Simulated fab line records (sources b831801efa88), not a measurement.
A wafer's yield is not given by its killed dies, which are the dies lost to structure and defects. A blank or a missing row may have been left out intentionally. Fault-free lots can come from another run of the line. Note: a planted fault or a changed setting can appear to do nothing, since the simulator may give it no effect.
Comparing a struck lot with a sound one | flow sky130 | 15 out of 708 route steps
Sound: wafers L629.2, L629.3, L629.5. Struck: wafer L647.6 (left out: L647.3, L647.5 of the same lot, which were not struck); the cause appears at the end.
Per side, at each step with rows, come the tool, then ch with its chambers, and then its first start. Under that, the readings that differ: sound wafers | struck wafers | difference of the means | sigmas: that difference in standard deviations of wafers without a fault.
alike: same words and numbers on both sides, and readings whose means sit less than 2 such deviations apart. not compared: any withheld reading, any reading some wafer has no value for, any bound like >300 that may hide the same value, and any number with overlapping values for which the record gives no deviation.
A row with sigmas, a row that says differs or no value, or rows on one side alone: a step with any of these is where the two part. Numbers that don't overlap but have no deviation are shown without sigmas and don't part them. A reading missing from all wafers of one side parts the sides only when that side holds two or more wafers.

SKY_VIA3_OVL_MEAS_13:
  sound: overlay-01 at day 40 10:26; struck: overlay-02 at day 45 06:39
  alike: VIA3_OVL
SKY_VIA3_ETCH_14: etches BARC in N2/H2, stops on SiO2, time 45.9 s, target depth 60 nm.
  sound on rieDiel-04 ch 0,2, day 40 10:28; struck on rieDiel-02 ch 2, day 45 06:41
reading              | sound                | struck | difference | sigmas
throttleValvePct (%) | 13.209 13.220 13.212 | 13.236 | +0.022     | +2
  alike: drypumpMotorCurrentA, oesProductAu
  not compared: rfHoursCounterH
SKY_VIA3_ETCH_15: etches SiO2 in C4F8/O2/Ar, stops on TiN, target depth 507 nm, time 78 s.
  sound on rieDiel-04 ch 0,2, day 40 10:31; struck on rieDiel-02 ch 2, day 45 06:43
  alike: oesProductAu
  not compared: rfHoursCounterH
SKY_VIA3_STRIP_16: strips in O2/N2.
  sound on plasmaAsher-03 ch 0,1, day 40 10:34; struck on plasmaAsher-03 ch 0, day 45 06:49
  alike: drypumpMotorCurrentA, oesProductAu, stripTimeToEndpointS
  not compared: rfHoursCounterH
then, 4 steps without rows for these wafers: SKY_VIA3_STRIP_17 (strips in post etch residue remover, time 1200 s); SKY_VIA3_CLEAN_18 (cleans in IPA, time 180 s); SKY_VIA3_CLEAN_19 (cleans in O3/DIW); SKY_VIA3_SPUTTER_20 (material TiN, target thk 20 nm, time 80 s).
SKY_VIA3_CVD_21: deposits W, target thk 390 nm, time 117.31 s.
  sound on cvdW-02 ch 0,1, day 40 11:14; struck on cvdW-02 ch 0, day 45 07:36
  alike: heaterPowerW
SKY_VIA3_RS_MEAS_22: the measuring method here is four-point-probe.
  sound: filmMetro-03 at day 40 11:22; struck: filmMetro-02 at day 45 07:49
  alike: VIA3_W_RS
SKY_VIA3_THK_MEAS_23: measures by xrf.
  sound: filmMetro-03 at day 40 11:29; struck: filmMetro-02 at day 45 07:55
  alike: VIA3_W_THK
SKY_VIA3_CMP_24: polishes, stops on SiO2, t overpolish 20 s, target thk 0 nm.
  sound on cmp-02 ch 0,2, day 40 11:35; struck on cmp-01 ch 1, day 45 07:57
  alike: headPressurePsi, motorCurrentA, overpolishRunS, timeToEndpointS
SKY_METAL4_SPUTTER_00: material Ti, target thk 15 nm, time 10 s.
  sound: pvdSputter-03 at day 40 11:50; struck: pvdSputter-02 at day 45 08:15
reading                                  | sound             | struck | difference | sigmas
throttleValvePct (%)                     | 28.9 29.6 30.0    | 31.8   | +2.3       | +2
model.Ti_of_METAL4_SPUTTER_00.thkNm (nm) | 15.01 15.01 15.06 | 14.06  | -0.97      | 
then, 1 step without rows for these wafers: SKY_METAL4_SPUTTER_01 (material TiN, target thk 20 nm, time 16.7 s).
SKY_PAD_OPEN_PROBE_99:
  the record holds rows for the sound wafers here (prober-02, day 46 12:04) but none for the struck ones

WHERE THEY PART
First at SKY_VIA3_ETCH_14; last, within this record, at SKY_PAD_OPEN_PROBE_99.

WHY: what the simulator had put in
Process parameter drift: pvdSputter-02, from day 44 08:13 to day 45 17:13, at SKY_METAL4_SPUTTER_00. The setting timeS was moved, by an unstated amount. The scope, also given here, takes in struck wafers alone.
